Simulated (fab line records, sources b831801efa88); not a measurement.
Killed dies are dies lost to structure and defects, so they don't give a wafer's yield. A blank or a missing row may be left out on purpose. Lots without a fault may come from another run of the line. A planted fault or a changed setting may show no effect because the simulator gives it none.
Which tool did it? | flow gf180mcu | 12 lots, 36 wafers sampled, at 5 steps of a route of 602

WHAT THE GAUGES READ, wafer by wafer
GF_V1_THK_MEAS_25: measures by xrf. Usual: V1_W_THK 361 nm, standard deviation 8.1.
lot  | measured     | on            | V1_W_THK (nm) | flag
L363 | day 18 06:46 | film_metro-02 | 353 364 357   |
L364 | day 18 10:13 | film_metro-03 | 373 372 357   |
L365 | day 18 21:37 | film_metro-03 | 361 371 353   |
L366 | day 19 06:36 | film_metro-02 | 356 366 373   |
L367 | day 19 16:18 | film_metro-03 | 353 357 367   |
L370 | day 20 23:59 | film_metro-03 | 355 355 370   |
L371 | day 21 07:22 | film_metro-02 | 355 354 371   |
L375 | day 22 21:42 | film_metro-02 | 355 357 372   |
L376 | day 23 11:30 | film_metro-02 | 347 367 347   |
L377 | day 23 12:35 | film_metro-03 | 364 360 355   |
L379 | day 24 13:41 | film_metro-01 | 353 354 366   |
L384 | day 25 18:29 | film_metro-03 | 362 364 376   |

WHICH TOOL RAN EACH LOT (tool, then ch and the chambers of the sampled wafers, then the start)
lot  | GF_NWELL_COAT_02                 | GF_NWELL_STRIP_10                   | GF_M1_SPUTTER_04             | GF_V1_CMP_04
L363 | litho_track-01 ch 0, day 3 02:01 | plasma_asher-01 ch 0, day 3 09:05   | pvd_sputter-02, day 16 05:19 | cmp-02 ch 0,1,3, day 17 05:55
L364 | litho_track-04 ch 0, day 3 05:50 | plasma_asher-01 ch 0,1, day 3 13:11 | pvd_sputter-01, day 16 09:05 | cmp-01 ch 0,2,3, day 17 09:08
L365 | litho_track-04 ch 0, day 3 13:07 | plasma_asher-01 ch 0,1, day 3 20:49 | pvd_sputter-02, day 16 19:55 | cmp-01 ch 0,1, day 17 20:05
L366 | litho_track-04 ch 0, day 3 17:22 | plasma_asher-03 ch 0,1, day 4 00:46 | pvd_sputter-03, day 17 05:17 | cmp-02 ch 0,2,3, day 18 05:29
L367 | litho_track-04 ch 0, day 3 21:08 | plasma_asher-02 ch 0, day 4 04:31   | pvd_sputter-03, day 17 12:52 | cmp-01 ch 1,2,3, day 18 14:05
L370 | litho_track-01 ch 0, day 4 14:41 | plasma_asher-03 ch 0,1, day 4 22:43 | pvd_sputter-03, day 18 21:11 | cmp-01 ch 1,2,3, day 19 23:00
L371 | litho_track-01 ch 0, day 4 18:46 | plasma_asher-01 ch 0,1, day 5 02:16 | pvd_sputter-03, day 19 05:31 | cmp-02 ch 0,1,3, day 20 06:04
L375 | litho_track-03 ch 0, day 5 16:45 | plasma_asher-03 ch 0,1, day 6 00:29 | pvd_sputter-02, day 20 19:11 | cmp-01 ch 0,2,3, day 21 20:59
L376 | litho_track-04 ch 0, day 5 22:46 | plasma_asher-03 ch 0,1, day 6 07:31 | pvd_sputter-01, day 21 10:12 | cmp-02 ch 1,2,3, day 22 11:40
L377 | litho_track-03 ch 0, day 6 05:00 | plasma_asher-01 ch 0,1, day 6 13:16 | pvd_sputter-03, day 21 11:36 | cmp-02 ch 0,1,3, day 22 12:20
L379 | litho_track-04 ch 0, day 6 15:01 | plasma_asher-03 ch 0,1, day 6 23:44 | pvd_sputter-01, day 22 12:47 | cmp-02 ch 0,3, day 23 14:17
L384 | litho_track-04 ch 0, day 7 18:50 | plasma_asher-01 ch 0,1, day 8 03:05 | pvd_sputter-01, day 23 20:27 | cmp-01 ch 0,1, day 24 19:55
- GF_NWELL_COAT_02: resist thk 3000 nm.
- GF_NWELL_STRIP_10: strips in O2/N2.
- GF_M1_SPUTTER_04: material TiN, target thk 50 nm, time 41.7 s.
- GF_V1_CMP_04: polishes SiO2.

WHAT THE TOOLS THEMSELVES READ (means of the sampled wafers that have a number; where no wafer has one, the mark that the record gives instead)
GF_NWELL_COAT_02. Usual: exhaust_pa 44.8 Pa, standard deviation 1; resist_line_temp_C 23.01 C, standard deviation 0.11.
lot  | tool           | exhaust_pa (Pa) | resist_line_temp_C (C) | flag
L363 | litho_track-01 | 43.5            | 23.02                  |
L364 | litho_track-04 | 44.7            | 23.01                  |
L365 | litho_track-04 | 44.5            | 22.96                  |
L366 | litho_track-04 | 44.8            | 23.02                  |
L367 | litho_track-04 | 44.3            | 22.98                  |
L370 | litho_track-01 | 44.2            | 23.01                  |
L371 | litho_track-01 | 45.1            | 22.99                  |
L375 | litho_track-03 | 45.6            | 22.98                  |
L376 | litho_track-04 | 44.9            | 23.08                  |
L377 | litho_track-03 | 44.3            | 23.04                  |
L379 | litho_track-04 | 44.8            | 23.08                  |
L384 | litho_track-04 | 46.1            | 23.05                  |

GF_NWELL_STRIP_10. Usual: drypump_motor_current_A 5.7 A, standard deviation 0.49; heater_power_w 351 W, standard deviation 27; oes_product_au 0.722 a.u., standard deviation 0.0049; strip_time_to_endpoint_s 36.89 s, standard deviation 0.092.
lot  | tool            | drypump_motor_current_A (A) | heater_power_w (W) | oes_product_au (a.u.) | strip_time_to_endpoint_s (s) | flag
L363 | plasma_asher-01 | 6.1                         | 374                | 0.723                 | 36.81                        |
L364 | plasma_asher-01 | 5.9                         | 365                | 0.724                 | 36.98                        |
L365 | plasma_asher-01 | 5.8                         | 358                | 0.724                 | 36.92                        |
L366 | plasma_asher-03 | 5.5                         | 326                | 0.723                 | 36.97                        |
L367 | plasma_asher-02 | 6.1                         | 396                | 0.725                 | 36.85                        |
L370 | plasma_asher-03 | 5.6                         | 329                | 0.724                 | 36.87                        |
L371 | plasma_asher-01 | 5.9                         | 360                | 0.722                 | 36.93                        |
L375 | plasma_asher-03 | 5.6                         | 330                | 0.714                 | 19.58                        | OFF
L376 | plasma_asher-03 | 5.5                         | 324                | 0.724                 | 36.83                        |
L377 | plasma_asher-01 | 6.0                         | 369                | 0.715                 | 19.61                        | OFF
L379 | plasma_asher-03 | 5.5                         | 325                | 0.726                 | 36.99                        |
L384 | plasma_asher-01 | 6.0                         | 366                | 0.721                 | 37.08                        |

GF_M1_SPUTTER_04. Usual: throttle_valve_pct 30.5 %, standard deviation 1.1.
lot  | tool           | throttle_valve_pct (%) | flag
L363 | pvd_sputter-02 | 30.4                   |
L364 | pvd_sputter-01 | 30.6                   |
L365 | pvd_sputter-02 | 30.0                   |
L366 | pvd_sputter-03 | 30.4                   |
L367 | pvd_sputter-03 | 30.3                   |
L370 | pvd_sputter-03 | 30.8                   |
L371 | pvd_sputter-03 | 30.5                   |
L375 | pvd_sputter-02 | 30.6                   |
L376 | pvd_sputter-01 | 31.4                   |
L377 | pvd_sputter-03 | 30.1                   |
L379 | pvd_sputter-01 | 30.6                   |
L384 | pvd_sputter-01 | 31.3                   |

GF_V1_CMP_04. Usual: motor_current_A 12.1 A, standard deviation 1.4; platen_rpm 60.00 rpm, standard deviation 0.042; slurry_filter_dp_kPa 13.50 kPa, standard deviation 0.13; time_to_endpoint_s 80 s, standard deviation 5.5.
lot  | tool   | motor_current_A (A) | platen_rpm (rpm) | slurry_filter_dp_kPa (kPa) | time_to_endpoint_s (s) | flag
L363 | cmp-02 | 12.8                | 60.01            | 13.50                      | 74                     |
L364 | cmp-01 | 12.2                | 59.97            | 13.45                      | 83                     |
L365 | cmp-01 | 11.7                | 60.00            | 13.45                      | 80                     |
L366 | cmp-02 | 12.8                | 60.00            | 13.52                      | 85                     |
L367 | cmp-01 | 12.8                | 60.03            | 13.48                      | 88                     |
L370 | cmp-01 | 13.0                | 60.02            | 13.41                      | 77                     |
L371 | cmp-02 | 12.3                | 59.96            | 13.43                      | 80                     |
L375 | cmp-01 | 12.0                | 60.00            | 13.60                      | 82                     |
L376 | cmp-02 | 11.3                | 60.02            | 13.57                      | 81                     |
L377 | cmp-02 | 12.4                | 60.02            | 13.45                      | 84                     |
L379 | cmp-02 | 13.5                | 60.04            | 13.43                      | 80                     |
L384 | cmp-01 | 11.9                | 60.01            | 13.36                      | 81                     |

THE ANSWER, worked out from the rows above alone
Rule: a lot is off if the mean of its wafers that have a number lies more than 3 standard deviations from the usual mean. A lot without any number at a reading at which 4 lots or more have one is off too. The other lots that the step has rows for count as sound. The gauges are gone through in route order, then the tools' own readings, and for those a lot's mean is taken as printed above. The first step at which some lot is off is used, and at that step the reading that is off furthest; a lot without a number counts as furthest.
Off: L375, L377, at GF_NWELL_STRIP_10 (strip_time_to_endpoint_s).
A tool fits if, at that step or a process step before it, it ran every lot that is off, and no sound lot after the first of them. One fits: litho_track-03 at GF_NWELL_COAT_02. It ran no sound lot before its first lot that is off in this sample, so the start can't be narrowed down.

WHAT THE SIMULATOR HAD PUT IN
Process parameter drift: litho_track-03, from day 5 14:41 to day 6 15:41, at GF_NWELL_COAT_02. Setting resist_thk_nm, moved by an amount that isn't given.
Lots struck among those shown: L375, L377. The rule above found the same.
